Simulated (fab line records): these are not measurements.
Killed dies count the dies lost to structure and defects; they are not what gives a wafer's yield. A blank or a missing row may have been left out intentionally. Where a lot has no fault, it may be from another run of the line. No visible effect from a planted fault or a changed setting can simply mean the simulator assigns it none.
Split-lot study :: flow sfq_line :: 23 wafers read across 5 lots, on a route 325 steps long

== ON THE SPLIT ==
At SFQ_TRILAYER_M7_LITHO_EXPOSE_178 (exposes mask M7, target cd 500 nm), the setting dose_mj was moved away from the recipe's 14.4 on 8 of the 23 wafers read, by -4.2% to +4.9%. This setting was run at the recipe's value on the other wafers.

== FROM THE SPLIT TO THE READING: what the file shows between them, 3 steps ==
- SFQ_TRILAYER_M7_LITHO_PEB_180: peb time 60 s
- SFQ_TRILAYER_M7_LITHO_DEVELOP_179: time 60 s
- SFQ_TRILAYER_M7_BARC_OPEN_METAL_ETCH_229: etches BARC in O2, target depth 125 nm, time 41.7 s

== THE READING ==
M7.cd_nm (the simulator's own value, which no gauge read), in nm, at SFQ_TRILAYER_M7_ETCH_METAL_ETCH_180 (etches Nb in Cl2/Ar, stops on SiO2, target depth 240 nm, time 120 s). There is no usual value for it anywhere in the file. Here, 15 wafers ran the recipe; their average is 499.8 nm with a standard deviation of 1.2 nm.

wafer: L074.1
tool, chamber at the split: krf_scanner-01, 0
dose_mj as run: 13.99
against the recipe: -2.8%
M7.cd_nm, nm: 500.7
against lot-mates on the recipe: +2.5

wafer: L074.3
tool, chamber at the split: krf_scanner-01, 0
dose_mj as run: 14.4
against the recipe: recipe
M7.cd_nm, nm: 497.9
against lot-mates on the recipe: -

wafer: L074.4
tool, chamber at the split: krf_scanner-01, 0
dose_mj as run: 13.99
against the recipe: -2.8%
M7.cd_nm, nm: 504.2
against lot-mates on the recipe: +6.0

wafer: L074.5
tool, chamber at the split: krf_scanner-01, 0
dose_mj as run: 14.4
against the recipe: recipe
M7.cd_nm, nm: 498.5
against lot-mates on the recipe: -

wafer: L074.6
tool, chamber at the split: krf_scanner-01, 0
dose_mj as run: 13.99
against the recipe: -2.8%
M7.cd_nm, nm: 504.6
against lot-mates on the recipe: +6.4

wafer: L079.2
tool, chamber at the split: krf_scanner-01, 0
dose_mj as run: 14.4
against the recipe: recipe
M7.cd_nm, nm: 500.3
against lot-mates on the recipe: -

wafer: L079.3
tool, chamber at the split: krf_scanner-01, 0
dose_mj as run: 14.4
against the recipe: recipe
M7.cd_nm, nm: 502.1
against lot-mates on the recipe: -

wafer: L079.4
tool, chamber at the split: krf_scanner-01, 0
dose_mj as run: 14.4
against the recipe: recipe
M7.cd_nm, nm: 499.6
against lot-mates on the recipe: -

wafer: L079.5
tool, chamber at the split: krf_scanner-01, 0
dose_mj as run: 13.79
against the recipe: -4.2%
M7.cd_nm, nm: 505.7
against lot-mates on the recipe: +5.0

wafer: L079.6
tool, chamber at the split: krf_scanner-01, 0
dose_mj as run: 13.79
against the recipe: -4.2%
M7.cd_nm, nm: 507.6
against lot-mates on the recipe: +6.9

wafer: L081.2
tool, chamber at the split: krf_scanner-01, 0
dose_mj as run: 14.4
against the recipe: recipe
M7.cd_nm, nm: 500.1
against lot-mates on the recipe: -

wafer: L081.3
tool, chamber at the split: krf_scanner-01, 0
dose_mj as run: 14.4
against the recipe: recipe
M7.cd_nm, nm: 498.8
against lot-mates on the recipe: -

wafer: L081.4
tool, chamber at the split: krf_scanner-01, 0
dose_mj as run: 14.4
against the recipe: recipe
M7.cd_nm, nm: 499.3
against lot-mates on the recipe: -

wafer: L082.2
tool, chamber at the split: krf_scanner-01, 0
dose_mj as run: 14.4
against the recipe: recipe
M7.cd_nm, nm: 501.1
against lot-mates on the recipe: -

wafer: L082.3
tool, chamber at the split: krf_scanner-01, 0
dose_mj as run: 14.4
against the recipe: recipe
M7.cd_nm, nm: 501.3
against lot-mates on the recipe: -

wafer: L082.4
tool, chamber at the split: krf_scanner-01, 0
dose_mj as run: 14.4
against the recipe: recipe
M7.cd_nm, nm: 501.1
against lot-mates on the recipe: -

wafer: L082.5
tool, chamber at the split: krf_scanner-01, 0
dose_mj as run: 14.4
against the recipe: recipe
M7.cd_nm, nm: 500.3
against lot-mates on the recipe: -

wafer: L082.6
tool, chamber at the split: krf_scanner-01, 0
dose_mj as run: 14.4
against the recipe: recipe
M7.cd_nm, nm: 498.9
against lot-mates on the recipe: -

wafer: L083.1
tool, chamber at the split: krf_scanner-01, 0
dose_mj as run: 14.4
against the recipe: recipe
M7.cd_nm, nm: 498.7
against lot-mates on the recipe: -

wafer: L083.2
tool, chamber at the split: krf_scanner-01, 0
dose_mj as run: 14.4
against the recipe: recipe
M7.cd_nm, nm: 499
against lot-mates on the recipe: -

wafer: L083.3
tool, chamber at the split: krf_scanner-01, 0
dose_mj as run: 15.11
against the recipe: +4.9%
M7.cd_nm, nm: 490.5
against lot-mates on the recipe: -8.4

wafer: L083.4
tool, chamber at the split: krf_scanner-01, 0
dose_mj as run: 15.11
against the recipe: +4.9%
M7.cd_nm, nm: 490.9
against lot-mates on the recipe: -8.0

wafer: L083.6
tool, chamber at the split: krf_scanner-01, 0
dose_mj as run: 15.11
against the recipe: +4.9%
M7.cd_nm, nm: 488.5
against lot-mates on the recipe: -10.4

THE FIT
A straight line over all 23 wafers: M7.cd_nm changes by -1.75 nm for each +1% of dose_mj; r = -0.95; the points scatter about the line by 1.4 nm.
The same after taking each lot's own level away (the mean of its wafers on the recipe; 23 wafers): -1.69 nm for each +1%; r = -0.97; scatter 1.1 nm.
According to that fit, moving dose_mj by its largest amount changes the reading by 8.3 nm.
The lots' own levels span 498.20 to 500.67 nm, that is 2.1 times the standard deviation above.
Hence the lot-to-lot level has little effect on the slope; both slopes agree.
Check: for one of the wafers moved furthest among these (+4.9%), held out of the fit, the line's prediction against its lot-mates is -8.52 nm. Against them it came out at -8.35 nm.

== THE OTHER SPLITS THESE WAFERS WENT THROUGH ==
Note: prior to the reading, these wafers also went through further splits. Each is held against what the fit with the lots' levels taken away leaves over:
other split on the same wafers: SFQ_TRILAYER_C5_LITHO_PEB_154 peb_temp_c
wafers away from the commonest value: 5
r with M7.cd_nm (lot level and that fit taken away): -0.16

other split on the same wafers: SFQ_TRILAYER_M6_LITHO_COAT_159 resist_thk_nm
wafers away from the commonest value: 6
r with M7.cd_nm (lot level and that fit taken away): -0.24

other split on the same wafers: SFQ_TRILAYER_M6_LITHO_PEB_162 peb_time_s
wafers away from the commonest value: 9
r with M7.cd_nm (lot level and that fit taken away): +0.07

other split on the same wafers: SFQ_TRILAYER_I6_VIA_LITHO_PEB_172 peb_temp_c
wafers away from the commonest value: 11
r with M7.cd_nm (lot level and that fit taken away): -0.10

other split on the same wafers: SFQ_TRILAYER_M7_LITHO_COAT_182 resist_thk_nm
wafers away from the commonest value: 8
r with M7.cd_nm (lot level and that fit taken away): -0.23

== THE WHOLE CHAIN: every reading that the file lists as answering this split, in the file's order ==
step: SFQ_TRILAYER_M7_BARC_OPEN_METAL_ETCH_229
what it does: etches BARC in O2, target depth 125 nm, time 41.7 s
reading: M7.cd_nm (the simulator's own value, which no gauge read)
change (the file's fit): -1.54 nm for each +1% of the setting
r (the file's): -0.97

step: SFQ_TRILAYER_M7_ETCH_METAL_ETCH_180
what it does: etches Nb in Cl2/Ar, stops on SiO2, target depth 240 nm, time 120 s
reading: M7.cd_nm (the simulator's own value, which no gauge read)
change (the file's fit): -1.66 nm for each +1% of the setting
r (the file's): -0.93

== THE FILE'S OWN FIT ==
M7.cd_nm changes by -1.66 nm for each +1% of dose_mj, r = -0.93.
